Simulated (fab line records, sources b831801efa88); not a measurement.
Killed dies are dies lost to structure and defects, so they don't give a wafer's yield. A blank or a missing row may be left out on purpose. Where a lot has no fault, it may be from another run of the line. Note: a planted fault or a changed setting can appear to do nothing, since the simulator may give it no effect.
Problem report, 8D (eight disciplines) form, completed by code / flow sky130 / the parts of the form that need people (team, actions taken, sign-off) are left out

== 1. WHAT WENT WRONG ==
Wafers without a fault read 2999.2 rpm, standard deviation 2.3; spin speed rpm at SKY_METAL3_COAT_07 reads a mean of 2880.0 rpm on 6 wafers belonging to 2 lots. Measured from the usual mean, that is -52 standard deviations.
The step: resist thk 60 nm.
The first sign was on wafer L805.2 at day 42 10:50, on litho track-04. Wafers with a number at this step in the record: 36, from 12 lots. The rule behind "out" and "out of limits": a value lying over 4 standard deviations away from the usual mean. All remaining wafers that have a number are taken as sound.

== 2. WHAT IT IS; WHAT IT IS NOT ==
question=which readings at this step | is=spin speed rpm | is not=-
question=which lots | is=L805, L806 | is not=L790, L793, L796, L797, L798, L799, L800, L809, L811, L813
question=which wafers of those lots | is=all that have a number | is not=-
question=read on which tools | is=litho track-04 | is not=litho track-02, litho track-03
question=when | is=from day 42 10:50 | is not=up to then (21 sound wafers); but 9 sound wafers of L809, L811, L813 came after

== 3. SUSPECTS, AND WHAT RULES EACH OUT ==
Counting: a tool stays on the suspect list if, at a process step up to the reading, it processed all lots that are out and no sound lot following the first of them.
- litho track-04 at SKY_METAL3_COAT_07 (resist thk 60 nm): kept. It processed each lot that is out, first L805 at day 42 10:50, and no sound lot thereafter; up to then, the last sound lot it processed was L799 at day 41 10:16. Its own readings are out on those wafers: spin speed rpm.
Left after counting: litho track-04 at SKY_METAL3_COAT_07.

== 4. THE CAUSE (what the simulator had put in) ==
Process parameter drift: litho track-04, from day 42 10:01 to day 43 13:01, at SKY_METAL3_COAT_07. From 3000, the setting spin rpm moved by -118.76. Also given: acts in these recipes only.
The count eliminated every tool but this one.

== 5. THE CHAIN OF EFFECTS, in route order ==
Rows list readings where the struck wafers' mean (over those with a number) sits beyond 3 standard deviations from the usual. Only readings whose record carries a usual standard deviation are examined. hours: median over the lots of the time between each lot's start at the first step of this table that gives one and its start at this step. sigmas: the change, counted in usual standard deviations.
hours=0; step=SKY_METAL3_COAT_07; reading=spin speed rpm; usual=2999.2 rpm; on struck wafers=2880.0; change=-119.2; sigmas=-52
Here are the process steps it includes:
- SKY_METAL3_COAT_07: resist thk 60 nm.

== 6. WHAT WOULD HAVE CAUGHT IT SOONER ==
In this record the first reading out of limits was taken at day 42 10:50, 1 hour after the fault began at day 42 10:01.
